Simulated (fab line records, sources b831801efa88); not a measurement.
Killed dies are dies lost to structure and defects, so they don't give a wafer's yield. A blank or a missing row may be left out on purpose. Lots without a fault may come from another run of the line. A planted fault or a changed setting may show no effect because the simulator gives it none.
Problem report in the 8D (eight disciplines) form, filled by code | flow sky130 | the parts of the form that need people (team, actions taken, sign-off) are left out

1. THE PROBLEM
killed_at_front_end at SKY_PAD_OPEN_PROBE_99 reads a mean of 67 on 6 wafers of 2 lots; wafers without a fault read 15 with a standard deviation of 4. That is +13 standard deviations from the usual mean.
First seen on wafer L427.1, day 47 02:47, on prober-01. The record holds 6 wafers of 2 lots with a number at this step. Rule for "out", or "out of limits": more than 4 standard deviations from the usual mean. The other wafers with a number count as sound.

2. WHAT IT IS AND WHAT IT IS NOT
question                    | is                     | is not
which readings at this step | killed_at_front_end    | killed_at_M4_up, killed_at_contacts, killed_at_other, killed_open, killed_short
which lots                  | L427, L428             | -
which wafers of those lots  | all that have a number | -
read on which tools         | prober-01, prober-02   | -
when                        | from day 47 02:47      | up to then (0 sound wafers)

3. SUSPECTS, AND WHAT RULES EACH OUT
Counting: a tool at a process step up to the reading stays a suspect if it ran every lot that is out and no sound lot after the first of them.
- plasma_asher-01 at SKY_PWDE_STRIP_09 (strips in O2/N2): kept. It ran every lot that is out, first L427 (day 4 23:32), and no sound lot after that.
Left after counting: plasma_asher-01 at SKY_PWDE_STRIP_09.

4. THE CAUSE (what the simulator had put in)
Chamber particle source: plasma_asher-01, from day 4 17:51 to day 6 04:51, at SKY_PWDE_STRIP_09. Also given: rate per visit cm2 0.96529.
Counting left only this tool.

5. THE CHAIN OF EFFECTS, in route order
Each row: a reading whose mean over the struck wafers that have a number lies more than 3 standard deviations from the usual. Only readings for which the record gives a usual standard deviation are gone through. hours: the time from each lot's start at the first step in this table that gives one to its start at this step, as a median over the lots. sigmas: the change in usual standard deviations.
hours | step                  | reading             | usual | on struck wafers | change | sigmas
0     | SKY_PAD_OPEN_PROBE_99 | killed_at_front_end | 15    | 67               | +52    | +13
0     | SKY_PAD_OPEN_PROBE_99 | killed_dies         | 84    | 130              | +46    | +4.7
The process steps in it:
- SKY_PAD_OPEN_PROBE_99

6. WHAT WOULD HAVE CAUGHT IT SOONER
In this record the first reading out of limits was taken at day 47 02:47, 1017 hours after the fault began at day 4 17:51.
Of the tool readings at SKY_PWDE_STRIP_09 for which the record gives a usual standard deviation, none was out on any struck wafer, so an alarm limit of 4 standard deviations on them would not have fired.
All the lots that are out (2) had begun SKY_PWDE_STRIP_09 on plasma_asher-01 by day 47 02:47. A hold on the tool at that time would have spared none of them.
